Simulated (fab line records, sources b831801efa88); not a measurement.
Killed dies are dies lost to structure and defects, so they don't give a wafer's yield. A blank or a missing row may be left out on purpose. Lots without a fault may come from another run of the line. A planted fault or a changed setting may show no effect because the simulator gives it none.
fab line records | flow sky130
record lots=6 wafers=18 last_day=50
route steps=708 shown NWELL@65 PAD_OPEN@708
lots that met no fault: from a run of the same line without faults
start_h: hours from the record's first day to the start of the lot's first wafer shown | wait_h: hours since the lot's step before | " the same as in the row above | L1.1+2: a row that stands for several wafers | - no value, or no start given | * or withheld: withheld | < > ~ a bound
route shown NAME@n: a module of which the file shows steps, and the number in the route of the first | usual: mean/standard deviation of fault-free wafers | same: alike in all rows | chamber/n: place in a boat | sites: the reading at each site | _std_site: their standard deviation | _edge_site: outer sites' mean less inner sites' | radius_mm: how far each site lies from the wafer's centre | mask NAME#n: copy n | behind: the tool/chamber that last shaped the wafer | hold: why the lot was held/for how many hours/how that ended | device: the transistor (n, p or np) that didn't switch | end of line: the same wafers' tests at the end of the route | a step without rows: its recipe alone | killed: dies lost to structure and defects at the first sort, not the wafer's yield | map: a wafer's dies, x killed, . not, _ none there
set.NAME: the setting as run; set.NAME@STEP: as run at that earlier step | model.NAME: the simulator's own value behind a step, which no gauge read
lots at some steps of the route; a table a step, a row a wafer
services: from which hour (start_h, from the record's first day; less than 0 if before it) a tool's chamber was out of use, for how many hours, and why
## steps
# step SKY_NWELL_IMPLANT_12
# recipe species=P energy_kev=120 dose_cm2=1.3e+12 tilt_deg=withheld
# step SKY_NWELL_IMPLANT_13
# recipe species=P energy_kev=50 dose_cm2=7e+11 tilt_deg=withheld
# step SKY_NWELL_STRIP_14
# recipe chemistry=O2/N2 power_w=1400 pressure_mtorr=1500 platen_temp_c=withheld o2_flow_sccm=3000 n2_flow_sccm=300 overash_fraction=0.5
# usual drypump_motor_current_A=5.86/0.19 oes_product_au=0.722/0.0049 strip_time_to_endpoint_s=36.97/0.11
# same overash_fraction=0.5
# columns lot.wafer tool chamber start_h wait_h drypump_motor_current_A oes_product_au rf_hours_counter_h strip_time_to_endpoint_s
L413.1 plasma_asher-02 1 127.91 0.1 5.91 0.709 47 36.86
L413.4 " 0 " " 5.68 0.710 - 36.94
L413.6 " 0 " " 5.69 0.719 - 36.94
L418.1 plasma_asher-02 0 163.74 0.1 5.70 0.721 50 37.11
L418.4 " 0 " " 5.69 0.727 - 37.15
L418.6 " 1 " " 5.90 0.729 - 37.09
L425.3 plasma_asher-02 0 206.49 0.1 5.69 0.728 - 37.17
L425.4 " 1 " " 5.88 0.719 - 37.16
L425.6 " 0 " " 5.71 0.731 - 37.18
L426.4 plasma_asher-03 0 217.66 0.1 5.65 0.727 - 36.98
L426.5 " 1 " " 6.26 0.722 - 37.04
L426.6 " 0 " " 5.61 0.726 - 36.94
L428.1 plasma_asher-04 1 229.39 0.1 5.95 0.712 10 37.09
L428.4 " 0 " " 5.92 0.720 - 36.90
L428.5 " 1 " " 5.93 0.716 - 37.02
L427.1 plasma_asher-02 0 229.74 0.1 5.70 0.716 57 36.86
L427.2 " 1 " " 5.88 0.714 57 36.96
L427.4 " 0 " " 5.72 0.717 - 36.93
# step SKY_NWELL_TW_MEAS_15
# usual NWELL_TW=1834/12
# columns lot.wafer tool chamber start_h wait_h NWELL_TW
L413.1 film_metro-01 - 128.01 0.1 1834
L413.4 " - " " 1825
L413.6 " - " " 1823
L418.1 film_metro-04 - 163.84 0.1 1842
L418.4 " - " " 1855
L418.6 " - " " 1851
L425.3 film_metro-01 - 206.58 0.1 1831
L425.4 " - " " 1834
L425.6 " - " " 1830
L426.4 film_metro-01 - 217.76 0.1 1840
L426.5 " - " " 1819
L426.6 " - " " 1829
L428.1 film_metro-04 - 229.49 0.1 1840
L428.4 " - " " 1840
L428.5 " - " " 1837
L427.1 film_metro-02 - 229.84 0.1 1820
L427.2 " - " " 1831
L427.4 " - " " 1822
# step SKY_NWELL_DEHYDRATE_16
# recipe temp_c=200 time_s=60
# step SKY_NWELL_HMDS_17
# recipe prime_time_s=60 prime_temp_c=120
# step SKY_NWELL_COAT_18
# recipe spin_rpm=2000 resist_thk_nm=3000
# step SKY_NWELL_SOFTBAKE_19
# recipe temp_c=110 time_s=withheld
# step SKY_NWELL_EXPOSE_20
# recipe mask_id=NWM_COMPLEMENT na=0.6 source_shape=conventional sigma_outer=0.6 polarization=unpolarized target_cd_nm=840 dose_mj=260
# step SKY_NWELL_PEB_21
# recipe temp_c=115 time_s=withheld
# step SKY_NWELL_DEVELOP_22
# recipe wall_angle_deg=90 developer=TMAH develop_time_s=60 dev_temp_c=23
# step SKY_NWELL_OVL_MEAS_23
# usual NWELL_01_OVL=-0.3/1.4
# columns lot.wafer tool chamber start_h wait_h NWELL_01_OVL[nm]
L413.1 overlay-01 - 147.20 - 0.3
L413.4 " - " " -0.2
L413.6 " - " " 1.0
L418.1 overlay-02 - 183.29 - -2.3
L418.4 " - " " -3.8
L418.6 " - " " -0.7
L425.3 overlay-01 - 228.44 - 0.4
L425.4 " - " " 1.1
L425.6 " - " " 1.5
L426.4 overlay-01 - 240.74 - 0.5
L426.5 " - " " -0.4
L426.6 " - " " 0.2
L428.1 overlay-01 - 252.44 - 0.7
L428.4 " - " " 4.0
L428.5 " - " " 2.2
L427.1 overlay-01 - 252.79 - 1.5
L427.2 " - " " -0.8
L427.4 " - " " 1.4
# step SKY_NWELL_IMPLANT_24
# recipe species=B energy_kev=140 dose_cm2=9.2e+12 tilt_deg=withheld
# usual beam_energy_keV=140.00/0.048 dose_ions_cm2=9.199e+12/1.1e+10
# same implant_ion_amu=11
# columns lot.wafer tool chamber start_h wait_h beam_energy_keV dose_ions_cm2
L413.1 implanter-02 0 147.24 0.0 139.95 9.206e+12
L413.4 " 0 " " 139.97 9.21e+12
L413.6 " 0 " " 139.99 9.213e+12
L418.1 implanter-03 0 183.33 0.0 140.01 9.196e+12
L418.4 " 0 " " 139.99 9.205e+12
L418.6 " 0 " " 139.96 9.196e+12
L425.3 implanter-02 0 228.51 0.1 139.97 9.194e+12
L425.4 " 0 " " 139.98 9.205e+12
L425.6 " 0 " " 139.99 9.196e+12
L426.4 implanter-02 0 240.83 0.1 140.03 9.194e+12
L426.5 " 0 " " 140.02 9.199e+12
L426.6 " 0 " " 140.09 9.202e+12
L428.1 implanter-01 0 252.48 0.0 140.00 9.192e+12
L428.4 " 0 " " 140.05 9.21e+12
L428.5 " 0 " " 139.99 9.227e+12
L427.1 implanter-03 0 252.83 0.0 140.05 9.187e+12
L427.2 " 0 " " 140.06 9.203e+12
L427.4 " 0 " " 140.07 9.198e+12
# step SKY_NWELL_STRIP_25
# recipe chemistry=O2/N2 power_w=1400 pressure_mtorr=1500 platen_temp_c=withheld o2_flow_sccm=3000 n2_flow_sccm=300 overash_fraction=0.5
# usual drypump_motor_current_A=5.88/0.16 oes_product_au=0.722/0.0051 strip_time_to_endpoint_s=36.99/0.11
# same overash_fraction=0.5
# columns lot.wafer tool chamber start_h wait_h drypump_motor_current_A oes_product_au rf_hours_counter_h strip_time_to_endpoint_s
L413.1 plasma_asher-02 0 147.39 0.1 5.71 0.723 49 37.07
L413.4 " 0 " " 5.68 0.720 - 37.12
L413.6 " 1 " " 5.88 0.725 - 37.11
L418.1 plasma_asher-04 0 183.48 0.1 5.92 0.721 6 37.01
L418.4 " 1 " " 5.92 0.726 - 37.01
L418.6 " 0 " " 5.91 0.723 - 36.98
L425.3 plasma_asher-04 1 228.64 0.1 5.92 0.723 - 37.02
L425.4 " 0 " " 5.93 0.728 - 36.92
L425.6 " 1 " " 5.93 0.725 - 36.79
L426.4 plasma_asher-03 0 240.94 0.1 5.62 0.721 - 36.95
L426.5 " 0 " " 5.61 0.726 - 36.92
L426.6 " 1 " " 6.25 0.721 - 36.90
L428.1 plasma_asher-03 0 252.63 0.1 5.61 0.724 45 37.13
L428.4 " 1 " " 6.27 0.722 - 36.96
L428.5 " 0 " " 5.62 0.728 - 37.09
L427.1 plasma_asher-04 1 252.98 0.1 5.93 0.730 13 37.14
L427.2 " 0 " " 5.95 0.717 13 37.01
L427.4 " 1 " " 5.93 0.734 - 36.99
# step SKY_NWELL_TW_MEAS_26
# usual NWELL_2_TW=499.9/2.8
# columns lot.wafer tool chamber start_h wait_h NWELL_2_TW
L413.1 film_metro-01 - 147.49 0.1 500.0
L413.4 " - " " 498.3
L413.6 " - " " 502.0
L418.1 film_metro-02 - 183.58 0.1 498.3
L418.4 " - " " 496.5
L418.6 " - " " 499.1
L425.3 film_metro-04 - 228.73 0.1 491.4
L425.4 " - " " 491.8
L425.6 " - " " 490.2
L426.4 film_metro-02 - 241.04 0.1 484.5
L426.5 " - " " 485.5
L426.6 " - " " 487.8
L428.1 film_metro-01 - 252.73 0.1 500.3
L428.4 " - " " 496.9
L428.5 " - " " 498.8
L427.1 film_metro-01 - 253.08 0.1 498.3
L427.2 " - " " 497.8
L427.4 " - " " 496.0
# step SKY_NWELL_CLEAN_27
# recipe chemistry=SC1/SC2 mix=1:4:20 temp_c=70 time_s=150 dry=n2_spin
# step SKY_PAD_OPEN_PROBE_99
# usual killed_at_M0_to_M3=43/7.7 killed_at_M4_up=2.9/1.9 killed_at_contacts=24/5.9 killed_at_front_end=16/5.1 killed_at_other=0.3/0.63 killed_dies=86/10 killed_open=47/7.6 killed_short=39/6.8
# same gross_dies=492 killed_at_back_side=0
# columns lot.wafer tool chamber start_h wait_h killed_at_M0_to_M3 killed_at_M4_up killed_at_contacts killed_at_front_end killed_at_other killed_dies killed_open killed_short model.etest.pfet_16v.r_on_ohm_um model.etest.res_iso_pwell.rs_ohm_sq model.etest.res_pwell_under_gate.rs_ohm_sq model.etest.res_pwell_under_gate.rs_ohm_sq_range model.etest.res_iso_pwell.line_ohm_um model.etest.res_pwell_under_gate.rs_ohm_sq_rim_less_centre model.etest.pfet_16v.drive_ua_um model.etest.field_n.vt_v
L413.1 prober-01 - 1119.10 0.1 50 2 26 9 0 87 50 37 1.545e+04 3175 2282 61.23 1189 7.037 242 36.58
L413.4 prober-01 - 1119.25 0.2 30 3 25 16 0 74 38 36 1.53e+04 3069 2291 48.97 1152 7.088 246 36.04
L413.6 prober-01 - 1119.35 0.2 49 3 20 25 0 97 53 44 1.512e+04 3036 2282 50.13 1144 -9.629 248 36.04
L418.1 prober-02 - 1147.76 0.1 49 1 22 11 0 83 44 39 1.48e+04 2813 2271 35.54 1048 10.88 251.9 35.4
L418.4 prober-02 - 1147.91 0.2 41 0 26 17 1 85 41 44 1.46e+04 2791 2277 93.24 1054 57.72 251.6 35.09
L418.6 prober-02 - 1148.01 0.2 43 5 25 15 1 89 58 31 1.466e+04 2792 2281 48.45 1045 18.86 250.9 35.18
L425.3 prober-01 - 1184.01 0.2 42 4 25 21 1 93 50 43 1.696e+04 4084 2482 210.4 1575 -88.2 220.2 33.64
L425.4 prober-01 - 1184.06 0.2 56 4 18 20 0 98 46 52 1.646e+04 3729 2505 187.2 1419 -93.52 227.8 33.6
L425.6 prober-01 - 1184.16 0.2 48 4 19 17 0 88 42 46 1.7e+04 4062 2499 212.5 1551 -73.57 220.4 33.64
L426.4 prober-02 - 1194.45 0.2 39 6 19 18 0 82 38 44 1.615e+04 3372 2462 201.9 1269 -107.1 228.7 34.01
L426.5 prober-02 - 1194.50 0.2 34 3 24 21 0 82 45 37 1.626e+04 3412 2456 180.8 1297 -56.47 229.2 33.99
L426.6 prober-02 - 1194.55 0.2 37 1 19 12 0 69 41 28 1.618e+04 3407 2472 189.1 1280 -86.11 231.1 34.11
L428.1 prober-01 - 1198.57 0.1 37 1 30 18 1 87 42 43 1.588e+04 3569 2285 28.35 1332 -6.719 239.5 36.43
L428.4 prober-01 - 1198.72 0.2 39 6 27 21 0 93 44 48 1.543e+04 3275 2284 46.36 1246 -0.5094 243.8 36.17
L428.5 prober-01 - 1198.77 0.2 46 3 25 10 0 84 52 31 1.529e+04 3220 2272 58.68 1206 26.14 244.1 35.92
L427.1 prober-02 - 1203.06 0.1 42 2 30 15 0 89 47 42 1.532e+04 2787 2282 38.4 1036 16.38 236.9 35.63
L427.2 prober-02 - 1203.11 0.1 48 7 15 15 2 87 42 45 1.534e+04 2762 2257 54.33 1041 30.19 236.9 35.33
L427.4 prober-02 - 1203.21 0.2 34 3 26 11 0 74 39 35 1.52e+04 2779 2292 58.72 1068 46.39 240.7 35.58
# killed by level:class
L413.1 VIA1:geometric_particle:open=14 CONTACT:geometric_particle:open=8 LI_CONTACT:geometric_particle:open=6 LOCAL_INTERCONNECT:geometric_particle:short=6 METAL1:geometric_particle:short=6 VIA1:geometric_particle:short=6 VIA2:geometric_particle:open=6 METAL2:geometric_particle:short=5
L413.4 CONTACT:geometric_particle:open=10 METAL1:geometric_particle:short=6 VIA3:geometric_particle:open=6 VIA1:geometric_particle:open=5 LI_CONTACT:geometric_particle:short=5 FIELD_ISO:geometric_particle:short=4 LI_CONTACT:geometric_particle:open=4 LOCAL_INTERCONNECT:geometric_particle:short=4
L413.6 VIA3:geometric_particle:open=11 METAL2:geometric_particle:short=9 FIELD_ISO:geometric_particle:open=8 LI_CONTACT:geometric_particle:open=8 CONTACT:geometric_particle:open=8 VIA1:geometric_particle:open=6 METAL1:geometric_particle:short=5 VIA2:geometric_particle:open=5
L418.1 VIA1:geometric_particle:open=8 LI_CONTACT:geometric_particle:open=8 VIA3:geometric_particle:open=8 VIA1:geometric_particle:short=7 METAL1:geometric_particle:short=7 VIA2:geometric_particle:open=7 FIELD_ISO:geometric_particle:short=6 LOCAL_INTERCONNECT:geometric_particle:short=4
L418.4 METAL2:geometric_particle:short=8 VIA3:geometric_particle:open=7 VIA1:geometric_particle:open=7 LI_CONTACT:geometric_particle:open=6 CONTACT:geometric_particle:open=6 VIA1:geometric_particle:short=6 CONTACT:geometric_particle:short=5 METAL1:geometric_particle:short=5
L418.6 VIA1:geometric_particle:open=14 LI_CONTACT:geometric_particle:open=10 FIELD_ISO:geometric_particle:open=7 CONTACT:geometric_particle:open=7 VIA2:geometric_particle:open=6 CONTACT:geometric_particle:short=5 METAL1:geometric_particle:short=5 METAL4:geometric_particle:short=5
L425.3 VIA2:geometric_particle:open=9 VIA1:geometric_particle:open=8 LI_CONTACT:geometric_particle:open=7 CONTACT:geometric_particle:open=7 POLY_GATE:geometric_particle:short=6 LOCAL_INTERCONNECT:geometric_particle:short=6 METAL1:geometric_particle:short=6 METAL2:geometric_particle:short=5
L425.4 VIA1:geometric_particle:open=19 VIA1:geometric_particle:short=10 POLY_GATE:geometric_particle:short=6 LOCAL_INTERCONNECT:geometric_particle:short=6 CONTACT:geometric_particle:open=6 METAL1:geometric_particle:short=6 VIA3:geometric_particle:open=6 METAL2:geometric_particle:short=6
L425.6 VIA1:geometric_particle:open=10 METAL2:geometric_particle:short=9 VIA2:geometric_particle:open=7 LOCAL_INTERCONNECT:geometric_particle:short=5 VIA1:geometric_particle:short=5 VIA3:geometric_particle:open=5 FIELD_ISO:geometric_particle:short=4 METAL1:geometric_particle:short=4
L426.4 VIA1:geometric_particle:open=10 METAL2:geometric_particle:short=7 FIELD_ISO:geometric_particle:short=6 VIA3:geometric_particle:open=5 CONTACT:geometric_particle:open=5 METAL4:geometric_particle:short=5 FIELD_ISO:geometric_particle:open=4 POLY_GATE:geometric_particle:short=4
L426.5 CONTACT:geometric_particle:open=6 LOCAL_INTERCONNECT:geometric_particle:short=6 METAL2:geometric_particle:short=6 VIA2:geometric_particle:open=6 FIELD_ISO:geometric_particle:open=5 VIA1:geometric_particle:open=5 FIELD_ISO:geometric_particle:short=4 LI_CONTACT:geometric_particle:open=4
L426.6 CONTACT:geometric_particle:open=8 VIA2:geometric_particle:open=8 VIA1:geometric_particle:open=6 LI_CONTACT:geometric_particle:open=4 METAL2:geometric_particle:short=4 VIA3:geometric_particle:open=4 SPACER:geometric_particle:short=3 LOCAL_INTERCONNECT:geometric_particle:short=3
L428.1 VIA1:geometric_particle:open=11 LI_CONTACT:geometric_particle:open=8 CONTACT:geometric_particle:short=6 LI_CONTACT:geometric_particle:short=6 LOCAL_INTERCONNECT:geometric_particle:short=5 CONTACT:geometric_particle:open=5 METAL1:geometric_particle:short=5 FIELD_ISO:geometric_particle:open=4
L428.4 VIA1:geometric_particle:open=10 CONTACT:geometric_particle:open=10 VIA1:geometric_particle:short=8 FIELD_ISO:geometric_particle:open=6 METAL2:geometric_particle:short=6 LI_CONTACT:geometric_particle:open=5 CONTACT:geometric_particle:short=5 FIELD_ISO:geometric_particle:short=4
L428.5 CONTACT:geometric_particle:open=13 VIA1:geometric_particle:open=11 LI_CONTACT:geometric_particle:open=7 METAL1:geometric_particle:short=6 VIA3:geometric_particle:open=6 POLY_GATE:geometric_particle:open=5 VIA2:geometric_particle:open=5 VIA2:geometric_particle:short=4
L427.1 CONTACT:geometric_particle:open=18 METAL2:geometric_particle:short=8 VIA2:geometric_particle:open=8 VIA1:geometric_particle:short=5 POLY_GATE:geometric_particle:open=4 LI_CONTACT:geometric_particle:short=4 VIA1:geometric_particle:open=4 METAL1:geometric_particle:short=4
L427.2 VIA1:geometric_particle:open=12 VIA1:geometric_particle:short=9 VIA2:geometric_particle:open=8 METAL4:geometric_particle:short=7 POLY_GATE:geometric_particle:short=5 LI_CONTACT:geometric_particle:open=5 VIA3:geometric_particle:open=5 VIA3:geometric_particle:short=5
L427.4 CONTACT:geometric_particle:open=10 METAL2:geometric_particle:short=7 LI_CONTACT:geometric_particle:short=6 VIA1:geometric_particle:open=6 VIA3:geometric_particle:open=6 POLY_GATE:geometric_particle:short=4 LI_CONTACT:geometric_particle:open=4 METAL1:geometric_particle:short=4
## services
# columns tool chamber start_h hours kind
plasma_asher-04 - 108.75 9.0 pm
plasma_asher-04 0 108.75 9.0 vent_cycle
plasma_asher-04 1 108.75 9.0 vent_cycle
plasma_asher-02 - 111.72 2.8 pm
implanter-02 - 114.56 1.3 repair
plasma_asher-04 0 117.75 - clean
plasma_asher-04 1 117.75 - clean
implanter-03 - 128.04 2.9 repair
implanter-01 - 148.21 4.1 repair
implanter-01 - 155.91 2.6 repair
plasma_asher-04 - 162.34 2.5 repair
implanter-03 - 165.74 1.2 repair
implanter-03 - 208.85 5.5 repair
plasma_asher-02 - 214.77 4.3 pm
plasma_asher-03 - 222.11 1.9 repair
## key
first_sign step=SKY_NWELL_TW_MEAS_26 reading=NWELL_2_TW direction=down sigmas=4 usual=499.9 struck=488.5
effect none on later readings
model_effect step=SKY_PAD_OPEN_PROBE_99 value=etest.pfet_16v.r_on_ohm_um without=1.553e+04 struck=1.65e+04
met_at SKY_NWELL_IMPLANT_24
struck_wafers L425.3,L425.4,L425.6,L426.4,L426.5,L426.6
tester_left_out L425,L426
onset_between 147.24 228.51
fault kind=process_parameter_drift tool=implanter-02 chamber=- onset_h=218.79 steps=SKY_NWELL_IMPLANT_24 channel=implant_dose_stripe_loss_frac offset=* shape=step end_h=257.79
# tester_left_out: of these lots the tester's yield and bins aren't shown, on N5 and GAA mostly nor the transistor test; their killed dies are dies lost to structure and defects alone, not to doping, threshold or leakage, so they don't give the yield
